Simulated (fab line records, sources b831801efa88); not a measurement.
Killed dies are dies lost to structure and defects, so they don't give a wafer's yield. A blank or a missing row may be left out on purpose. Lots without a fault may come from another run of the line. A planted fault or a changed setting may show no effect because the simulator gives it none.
Which tool did it? | flow sky130 | 12 lots, 36 wafers sampled, at 5 steps of a route of 708

WHAT THE GAUGES READ, wafer by wafer
SKY_SD_N_CD_MEAS_07: target cd 380 nm. Usual: cd_nm 381 nm, standard deviation 3.1.
lot  | measured     | on        | cd_nm (nm)  | flag
L898 | day 28 07:50 | cd_sem-01 | 383 382 385 |
L899 | day 28 09:25 | cd_sem-01 | 385 383 386 |
L901 | day 28 21:02 | cd_sem-02 | 384 383 383 |
L905 | day 30 11:33 | cd_sem-01 | 380 378 380 |
L906 | day 30 11:51 | cd_sem-01 | 383 381 384 |
L907 | day 31 01:52 | cd_sem-02 | 383 385 387 |
L912 | day 33 01:01 | cd_sem-01 | 382 382 382 |
L913 | day 33 03:40 | cd_sem-01 | 377 374 374 |
L914 | day 33 11:09 | cd_sem-01 | 381 382 380 |
L916 | day 33 22:29 | cd_sem-02 | 383 383 380 |
L917 | day 34 04:52 | cd_sem-01 | 382 386 383 |
L919 | day 34 21:58 | cd_sem-01 | 376 375 377 |

SKY_SD_N_RS_MEAS_18: measures by four-point-probe. Usual: RES_XHIGH_RS 333.6 ohm/sq, standard deviation 1.3.
lot  | measured     | on            | RES_XHIGH_RS (ohm/sq) | flag
L898 | day 28 08:58 | film_metro-03 | 331.5 333.6 332.8     |
L899 | day 28 10:33 | film_metro-04 | 336.7 335.5 336.5     |
L901 | day 28 22:10 | film_metro-04 | 336.3 334.1 335.0     |
L905 | day 30 12:38 | film_metro-04 | 334.1 333.6 333.2     |
L906 | day 30 12:56 | film_metro-03 | 334.0 335.9 335.6     |
L907 | day 31 02:57 | film_metro-03 | 331.8 332.1 331.6     |
L912 | day 33 02:05 | film_metro-03 | 333.3 333.6 334.5     |
L913 | day 33 04:45 | film_metro-04 | 334.5 334.3 347.0     | OFF
L914 | day 33 12:14 | film_metro-02 | 332.1 332.2 331.3     |
L916 | day 33 23:34 | film_metro-02 | 332.7 346.5 348.1     | OFF
L917 | day 34 05:56 | film_metro-03 | 333.4 335.6 334.2     |
L919 | day 34 23:03 | film_metro-04 | 332.2 333.0 332.5     |

WHICH TOOL RAN EACH LOT (tool, then ch and the chambers of the sampled wafers, then the start)
lot  | SKY_POLY_CUT_ETCH_10               | SKY_RES_XHIGH_IMPLANT_07        | SKY_SD_N_STRIP_11
L898 | rie_diel-01 ch 0,1,3, day 24 16:04 | implanter-02 ch 0, day 27 03:35 | plasma_asher-04 ch 0,1, day 28 08:17
L899 | rie_diel-02 ch 0,1, day 24 17:22   | implanter-04 ch 0, day 27 05:20 | plasma_asher-03 ch 0,1, day 28 09:52
L901 | rie_diel-03 ch 0,2, day 25 06:01   | implanter-04 ch 0, day 27 16:30 | plasma_asher-04 ch 0, day 28 21:29
L905 | rie_diel-01 ch 1,2,3, day 26 21:35 | implanter-02 ch 0, day 29 07:20 | plasma_asher-04 ch 0,1, day 30 11:59
L906 | rie_diel-03 ch 0,1,3, day 26 22:46 | implanter-03 ch 0, day 29 07:42 | plasma_asher-03 ch 0,1, day 30 12:17
L907 | rie_diel-01 ch 0,1,3, day 27 14:32 | implanter-02 ch 0, day 29 22:21 | plasma_asher-04 ch 0,1, day 31 02:17
L912 | rie_diel-01 ch 2,3, day 29 14:31   | implanter-02 ch 0, day 31 21:56 | plasma_asher-04 ch 1, day 33 01:26
L913 | rie_diel-03 ch 0,1,2, day 29 17:34 | implanter-02 ch 0, day 32 00:14 | plasma_asher-02 ch 0,1, day 33 04:07
L914 | rie_diel-01 ch 2,3, day 30 01:40   | implanter-03 ch 0, day 32 08:08 | plasma_asher-04 ch 0,1, day 33 11:37
L916 | rie_diel-03 ch 0,1, day 30 14:26   | implanter-02 ch 0, day 32 20:07 | plasma_asher-04 ch 0,1, day 33 22:56
L917 | rie_diel-02 ch 0,1,2, day 30 20:01 | implanter-04 ch 0, day 33 02:45 | plasma_asher-04 ch 0,1, day 34 05:18
L919 | rie_diel-02 ch 0,2, day 31 13:22   | implanter-03 ch 0, day 33 18:51 | plasma_asher-02 ch 0,1, day 34 22:25
- SKY_POLY_CUT_ETCH_10: etches BARC in N2/H2, stops on SiO2, time 45.9 s, target depth 60 nm.
- SKY_RES_XHIGH_IMPLANT_07
- SKY_SD_N_STRIP_11: strips in O2/N2.

WHAT THE TOOLS THEMSELVES READ (means of the sampled wafers that have a number; where no wafer has one, the mark that the record gives instead)
SKY_POLY_CUT_ETCH_10. Usual: bias_w 99.99 W, standard deviation 0.27; drypump_motor_current_A 5.75 A, standard deviation 0.28; oes_product_au 0.855 a.u., standard deviation 0.0045; throttle_valve_pct 13.224 %, standard deviation 0.0087.
lot  | tool        | bias_w (W) | drypump_motor_current_A (A) | oes_product_au (a.u.) | throttle_valve_pct (%) | flag
L898 | rie_diel-01 | 100.05     | 5.64                        | 0.854                 | 13.219                 |
L899 | rie_diel-02 | 99.81      | 5.62                        | 0.854                 | 13.222                 |
L901 | rie_diel-03 | 100.11     | 5.92                        | 0.863                 | 13.213                 |
L905 | rie_diel-01 | 99.99      | 5.69                        | 0.859                 | 13.216                 |
L906 | rie_diel-03 | 99.84      | 5.74                        | 0.851                 | 13.227                 |
L907 | rie_diel-01 | 100.08     | 5.64                        | 0.850                 | 13.224                 |
L912 | rie_diel-01 | 99.96      | 5.87                        | 0.856                 | 13.216                 |
L913 | rie_diel-03 | 99.98      | 5.76                        | 0.850                 | 13.221                 |
L914 | rie_diel-01 | 99.84      | 5.84                        | 0.854                 | 13.220                 |
L916 | rie_diel-03 | 100.29     | 5.59                        | 0.856                 | 13.234                 |
L917 | rie_diel-02 | 99.96      | 5.65                        | 0.856                 | 13.225                 |
L919 | rie_diel-02 | 100.01     | 5.70                        | 0.856                 | 13.221                 |

SKY_SD_N_STRIP_11. Usual: drypump_motor_current_A 5.67 A, standard deviation 0.26; oes_product_au 0.528 a.u., standard deviation 0.0047; strip_time_to_endpoint_s 22.56 s, standard deviation 0.042.
lot  | tool            | drypump_motor_current_A (A) | oes_product_au (a.u.) | strip_time_to_endpoint_s (s) | flag
L898 | plasma_asher-04 | 5.80                        | 0.527                 | 22.53                        |
L899 | plasma_asher-03 | 5.36                        | 0.530                 | 22.58                        |
L901 | plasma_asher-04 | 5.69                        | 0.522                 | 22.50                        |
L905 | plasma_asher-04 | 5.81                        | 0.532                 | 22.60                        |
L906 | plasma_asher-03 | 5.27                        | 0.527                 | 22.52                        |
L907 | plasma_asher-04 | 5.76                        | 0.531                 | 22.57                        |
L912 | plasma_asher-04 | 5.86                        | 0.527                 | 22.56                        |
L913 | plasma_asher-02 | 5.59                        | 0.529                 | 22.59                        |
L914 | plasma_asher-04 | 5.80                        | 0.528                 | 22.58                        |
L916 | plasma_asher-04 | 5.80                        | 0.524                 | 22.57                        |
L917 | plasma_asher-04 | 5.82                        | 0.522                 | 22.52                        |
L919 | plasma_asher-02 | 5.83                        | 0.527                 | 22.56                        |

THE ANSWER, worked out from the rows above alone
Rule: a lot is off if the mean of its wafers that have a number lies more than 3 standard deviations from the usual mean. A lot without any number at a reading at which 4 lots or more have one is off too. The other lots that the step has rows for count as sound. The gauges are gone through in route order, then the tools' own readings, and for those a lot's mean is taken as printed above. The first step at which some lot is off is used, and at that step the reading that is off furthest; a lot without a number counts as furthest.
Off: L913, L916, at SKY_SD_N_RS_MEAS_18 (RES_XHIGH_RS).
A tool fits if, at a process step before that reading, it ran every lot that is off, and no sound lot after the first of them. The gauges at SKY_SD_N_RS_MEAS_18 are tried like those tools. Can't be told from this: 2 tools fit, rie_diel-03 at SKY_POLY_CUT_ETCH_10, implanter-02 at SKY_RES_XHIGH_IMPLANT_07.

WHAT THE SIMULATOR HAD PUT IN
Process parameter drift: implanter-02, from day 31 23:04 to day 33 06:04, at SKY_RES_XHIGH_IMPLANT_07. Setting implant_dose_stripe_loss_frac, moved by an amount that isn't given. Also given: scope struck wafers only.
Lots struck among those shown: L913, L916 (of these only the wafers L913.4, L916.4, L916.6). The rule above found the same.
